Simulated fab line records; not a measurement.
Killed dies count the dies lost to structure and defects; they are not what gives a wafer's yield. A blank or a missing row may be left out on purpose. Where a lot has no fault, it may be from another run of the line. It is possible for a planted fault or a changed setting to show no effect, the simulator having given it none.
The tool behind it: which one? -- flow sky130 -- 36 wafers from 12 lots sampled at 3 of the route's 708 steps

## WHAT THE GAUGES SHOWED, per wafer
SKY_POLY_CUT_CD_MEAS_08: the cd target is 270 nm. Usual: cd_nm at 269.7 nm, with a standard deviation of 2.
lot,measured,on,cd_nm (nm),flag
L262,day 24 23:44,cd_sem-02,267.7 266.0 268.1,
L268,day 27 11:07,cd_sem-02,269.7 270.0 269.1,
L270,day 28 05:05,cd_sem-01,269.1 267.6 267.2,
L275,day 29 23:31,cd_sem-02,268.0 270.6 269.1,
L276,day 30 05:32,cd_sem-02,269.7 268.6 268.8,
L278,day 30 21:42,cd_sem-02,269.1 269.8 268.9,
L279,day 31 07:23,cd_sem-02,271.5 272.3 271.3,
L280,day 31 10:28,cd_sem-01,269.0 269.0 270.7,
L281,day 31 17:41,cd_sem-01,271.2 271.3 271.3,
L282,day 31 22:39,cd_sem-02,271.0 271.5 269.7,
L283,day 32 06:15,cd_sem-01,271.3 270.0 270.1,
L284,day 32 22:43,cd_sem-02,272.2 271.3 271.9,

## WHAT TOOL EACH LOT RAN ON (gives the tool, then ch and the chambers of the sampled wafers, and finally the start)
lot,SKY_SONOS_ONO_ETCH_15,SKY_LDD_P_HMDS_01
L262,"rie_diel-03 ch 2,3, day 13 05:50","litho_track-03 ch 0, day 19 04:36"
L268,"rie_diel-03 ch 0,2,3, day 15 16:02","litho_track-01 ch 0, day 21 19:00"
L270,"rie_diel-04 ch 0,1,2, day 16 07:26","litho_track-01 ch 0, day 22 13:05"
L275,"rie_diel-03 ch 0,1, day 18 06:12","litho_track-02 ch 0, day 24 08:14"
L276,"rie_diel-04 ch 0,1,3, day 18 14:51","litho_track-02 ch 0, day 24 16:53"
L278,"rie_diel-02 ch 0,1,2, day 19 09:42","litho_track-02 ch 0, day 25 09:34"
L279,"rie_diel-02 ch 0,1,3, day 19 16:29","litho_track-03 ch 0, day 25 19:42"
L280,"rie_diel-04 ch 1,3, day 19 21:42","litho_track-01 ch 0, day 25 21:56"
L281,"rie_diel-04 ch 0,2, day 20 08:50","litho_track-01 ch 0, day 26 07:14"
L282,"rie_diel-04 ch 0,1,3, day 20 12:38","litho_track-02 ch 0, day 26 12:43"
L283,"rie_diel-03 ch 1,2,3, day 20 19:03","litho_track-01 ch 0, day 26 20:50"
L284,"rie_diel-04 ch 1,2,3, day 21 17:42","litho_track-01 ch 0, day 27 14:44"
- SKY_SONOS_ONO_ETCH_15: etches the open film in CHF3/O2, target depth 19.52 nm, time 7.8 s.
- SKY_LDD_P_HMDS_01: prime time 60 s.

## AS READ BY THE TOOLS THEMSELVES (means over the sampled wafers that have a number; for cases with no such wafer, the mark the record gives instead)
SKY_SONOS_ONO_ETCH_15. Usual: bias_w 200.0 W, standard deviation 0.55; drypump_motor_current_A 5.6 A, standard deviation 0.4; oes_product_au 1.000 a.u., standard deviation 0.016; throttle_valve_pct 8.825 %, standard deviation 0.01.
lot,tool,bias_w (W),drypump_motor_current_A (A),oes_product_au (a.u.),throttle_valve_pct (%),flag
L262,rie_diel-03,200.4,6.2,1.002,8.827,
L268,rie_diel-03,200.5,5.8,0.994,8.816,
L270,rie_diel-04,200.2,5.4,1.003,8.825,
L275,rie_diel-03,199.8,5.4,1.013,8.837,
L276,rie_diel-04,200.0,5.3,0.993,8.817,
L278,rie_diel-02,199.7,5.7,1.012,8.834,
L279,rie_diel-02,200.5,6.0,1.010,8.830,
L280,rie_diel-04,199.7,5.1,1.011,8.824,
L281,rie_diel-04,200.4,5.6,1.001,8.827,
L282,rie_diel-04,199.9,5.4,0.995,8.825,
L283,rie_diel-03,200.3,5.8,0.995,8.818,
L284,rie_diel-04,199.8,5.4,1.011,8.817,

SKY_LDD_P_HMDS_01. Usual: exhaust_pa 45.3 Pa, standard deviation 0.91; prime_temp_c 120.01 C, standard deviation 0.13.
lot,tool,exhaust_pa (Pa),prime_temp_c (C),flag
L262,litho_track-03,45.3,119.97,
L268,litho_track-01,46.0,116.76,OFF
L270,litho_track-01,46.0,116.82,OFF
L275,litho_track-02,44.9,119.87,
L276,litho_track-02,46.2,120.14,
L278,litho_track-02,45.5,120.10,
L279,litho_track-03,46.5,120.08,
L280,litho_track-01,45.8,120.12,
L281,litho_track-01,45.8,120.17,
L282,litho_track-02,44.8,119.94,
L283,litho_track-01,45.8,120.03,
L284,litho_track-01,45.0,120.13,

## THE ANSWER, worked out from the rows above alone
Rule: a lot counts as off when the mean over its wafers that have a number is more than 3 standard deviations away from the usual mean. A lot without any number at a reading at which 4 lots or more have one is off too. The other lots that the step has rows for count as sound. The gauges are gone through in route order, then the tools' own readings, and for those a lot's mean is taken as printed above. The first step at which some lot is off is used, and at that step the reading that is off furthest; a lot without a number counts as furthest.
Off: L268, L270 (SKY_LDD_P_HMDS_01, prime_temp_c).
A tool fits if, at that step or a process step before it, it ran every lot that is off, and no sound lot after the first of them. Of those tried, none fits.

## WHAT THE SIMULATOR PUT IN
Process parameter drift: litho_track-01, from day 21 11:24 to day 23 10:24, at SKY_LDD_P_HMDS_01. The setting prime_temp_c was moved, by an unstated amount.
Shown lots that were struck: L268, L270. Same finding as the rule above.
